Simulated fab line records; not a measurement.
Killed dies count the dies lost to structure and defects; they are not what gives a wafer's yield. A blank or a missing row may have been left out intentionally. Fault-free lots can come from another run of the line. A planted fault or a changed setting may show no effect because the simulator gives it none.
Struck lot and sound lot, side by side | flow sky130 | 44 out of 708 route steps
Sound: the wafers L719.3, L719.4, L719.5. The struck wafers were L729.1, L729.3, L729.5. The cause comes at the end.
Order at every step that has rows: each side's tool, ch and its chambers, its first start. Under that, the readings that differ: sound wafers | struck wafers | difference of the means | sigmas: that difference in standard deviations of wafers without a fault.
alike: words and numbers the same on both sides, and readings whose means are apart by under 2 such deviations; not compared: readings that were withheld, readings missing a value for some wafer, numbers with overlapping values and no deviation given by the record, and bounds like >300 which may hide the same value.
Wherever a step has rows on one side only, a row that says differs or no value, or a row with sigmas, the two part there. Numbers that don't overlap but have no deviation are shown without sigmas and don't part them. A reading that every wafer of one side lacks parts them only if that side has two wafers or more.

SKY_FIELD_ISO_STRIP_16: strips in O2/N2.
  sound on plasma asher-02 ch 0,1, day 2 13:45; struck on plasma asher-04 ch 0,1, day 4 17:16
  alike: drypump motor current A, oes product au, strip time to endpoint s
  not compared: rf hours counter h
SKY_FIELD_ISO_ETCH_17: etches Si in HBr/Cl2/O2, target depth 342 nm, time 97.7 s.
  sound on rie si-02 ch 1,2,3, day 2 13:49; struck on rie si-02 ch 0,1, day 4 17:22
  alike: HBr_flow_sccm, drypump motor current A, oes product au, run length s, throttle valve pct
  not compared: rf hours counter h
then, 5 steps without rows for these wafers: SKY_FIELD_ISO_WET_ETCH_18 (etches Si3N4 in H3PO4, target depth 25 nm, time 286 s); SKY_FIELD_ISO_CLEAN_19 (cleans in SC1/SC2, time 150 s); SKY_FIELD_ISO_CLEAN_20 (cleans in dHF, time 20 s); SKY_FIELD_ISO_WET_ETCH_21 (etches SiO2 in dHF, target depth 20 nm, time 400 s); SKY_FIELD_ISO_OXIDATION_22 (stabilise 600 s, purge 300 s, target thk 10 nm).
SKY_FIELD_ISO_THK_MEAS_23:
  sound on film metro-02, day 2 15:23; struck on film metro-02, day 4 18:53
  alike: FIELD_ISO_OXIDATION_01_THK
then, 1 step without rows for these wafers: SKY_FIELD_ISO_CVD_24 (deposits SiO2, target thk 595 nm, time 99.2 s).
SKY_FIELD_ISO_THK_MEAS_25:
  sound on film metro-01, day 2 15:31; struck on film metro-01, day 4 19:01
  alike: FIELD_ISO_CVD_24_THK
then, 1 step without rows for these wafers: SKY_FIELD_ISO_ANNEAL_26 (time 1800 s).
SKY_FIELD_ISO_CMP_27: polishes, stops on Si3N4, t overpolish 16 s, target thk 457.8 nm.
  sound on cmp-02 ch 1,2, day 2 17:07; struck on cmp-01 ch 1,3, day 4 20:34
  alike: motor current A, overpolish run s, slurry flow ml min, time to endpoint s
SKY_FIELD_ISO_WET_ETCH_28: etches SiO2 in dHF, target depth 23.7 nm, time 47 s.
  sound on wet bench-04 ch 2, day 2 17:22; struck on wet bench-03 ch 3, day 4 20:52
  reading                                    | sound         | struck            | difference | sigmas
  run length s (s)                           | 74 74 74      | 105 105 105       | +31        | +9
  model.SiO2_of_FIELD_ISO_CVD_24.thk nm (nm) | 434.1 434 435 | 418.4 418.8 419.7 | -15.4      |
then, 4 steps without rows for these wafers: SKY_FIELD_ISO_WET_ETCH_29 (etches Si3N4 in H3PO4, target depth 160 nm, time 1825 s); SKY_FIELD_ISO_WET_ETCH_30 (etches SiO2 in dHF, target depth 25 nm, time 50 s); SKY_NWELL_CLEAN_00 (cleans in SC1/SC2, time 150 s); SKY_NWELL_OXIDATION_01 (stabilise 600 s, purge 300 s, target thk 10 nm).
SKY_NWELL_THK_MEAS_02:
  sound on film metro-04, day 2 21:14; struck on film metro-03, day 4 22:52
  alike: NWELL_OXIDATION_THK
then, 8 steps without rows for these wafers: SKY_DNWELL_DEHYDRATE_00 (time 60 s); SKY_DNWELL_HMDS_01 (prime time 60 s); SKY_DNWELL_COAT_02 (resist thk 3000 nm); SKY_DNWELL_SOFTBAKE_03; SKY_DNWELL_EXPOSE_04 (exposes mask DNM, target cd 3000 nm); SKY_DNWELL_PEB_05; SKY_DNWELL_DEVELOP_06 (develop time 60 s); SKY_DNWELL_IMPLANT_07.
SKY_DNWELL_STRIP_08: strips in O2/N2.
  sound on plasma asher-04 ch 0,1, day 3 12:35; struck on plasma asher-04 ch 0,1, day 5 16:53
  alike: drypump motor current A, oes product au, strip time to endpoint s
  not compared: rf hours counter h
SKY_DNWELL_TW_MEAS_09:
  sound on film metro-03, day 3 12:40; struck on film metro-03, day 5 16:59
  alike: DNWELL_TW
then, 7 steps without rows for these wafers: SKY_PWDE_DEHYDRATE_00 (time 60 s); SKY_PWDE_HMDS_01 (prime time 60 s); SKY_PWDE_COAT_02 (resist thk 3000 nm); SKY_PWDE_SOFTBAKE_03; SKY_PWDE_EXPOSE_04 (exposes mask PWDEM, target cd 840 nm); SKY_PWDE_PEB_05; SKY_PWDE_DEVELOP_06 (develop time 60 s).
SKY_PWDE_OVL_MEAS_07:
  sound on overlay-02, day 4 05:26; struck on overlay-02, day 6 11:47
  alike: PWDE_OVL
following that, these wafers have no rows for 1 step: SKY_PWDE_IMPLANT_08.
SKY_PWDE_STRIP_09: strips in O2/N2.
  sound on plasma asher-01 ch 0,1, day 4 05:39; struck on plasma asher-01 ch 0,1, day 6 11:58
  alike: drypump motor current A, oes product au, strip time to endpoint s
  not compared: rf hours counter h
SKY_PWDE_TW_MEAS_10:
  sound on film metro-03, day 4 05:44; struck on film metro-04, day 6 12:04
  reading | sound       | struck      | difference | sigmas
  PWDE_TW | 366 365 365 | 376 375 376 | +10        | +3
then, 3 steps without rows for these wafers: SKY_NWELL_DEHYDRATE_03 (time 60 s); SKY_NWELL_HMDS_04 (prime time 60 s); SKY_NWELL_COAT_05 (resist thk 3000 nm).
-- the record jumps here: 26 days lie between the struck wafers' starts before and after (it left off in module NWELL and takes up again in module SALICIDE, whose first step shown is number 361 of the route) --
SKY_SALICIDE_CLEAN_00: cleans in HF-last, time 30 s.
  sound on wet bench-01 ch 1, day 28 15:42; struck on wet bench-01 ch 1, day 32 16:47
  reading                                    | sound             | struck            | difference | sigmas
  model.SiO2_of_FIELD_ISO_CVD_24.thk nm (nm) | 358.7 358.7 359.5 | 342.8 342.9 344.3 | -15.6      |
-- the record jumps here: 16 days lie between the struck wafers' starts before and after (it left off in module SALICIDE and takes up again in module PAD_OPEN, whose first step shown is number 708 of the route) --
SKY_PAD_OPEN_PROBE_99:
  sound on prober-01, day 46 00:24; struck on prober-01, day 49 02:10
  reading                               | sound                         | struck                        | difference | sigmas
  model.etest.res_p_drift_20v.rs ohm sq | 9716 9323 9477                | 8377 9163 9290                | -562       |
  model.etest.pfet_16v.r on ohm um      | 1.557e+04 1.526e+04 1.526e+04 | 1.417e+04 1.489e+04 1.504e+04 | -6.633e+02 |
  model.etest.cap li to poly.c af um2   | 99.21 95.62 98.56             | 93.25 92.89 93.75             | -4.50      |
  model.etest.cap poly to well.c af um2 | 90.56 90.44 89.65             | 95.08 93.9 92.86              | +3.73      |
  alike: killed_at_M0_to_M3, killed_at_M4_up, killed at contacts, killed at front end, killed at other, killed dies, killed open, killed short
  not compared: model.etest.res_p_drift_20v.line ohm um, model.etest.res iso pwell.rs ohm sq, model.etest.res iso pwell.line ohm um, model.etest.field p.vt v

== WHERE THEY PART ==
First at SKY_FIELD_ISO_WET_ETCH_28; last, within this record, at SKY_PWDE_TW_MEAS_10. Later steps at which nothing parts them and some readings are alike: SKY_PAD_OPEN_PROBE_99.

WHY: what had been put in by the simulator
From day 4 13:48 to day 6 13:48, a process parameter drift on wet bench-03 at SKY_FIELD_ISO_WET_ETCH_28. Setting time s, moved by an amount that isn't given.
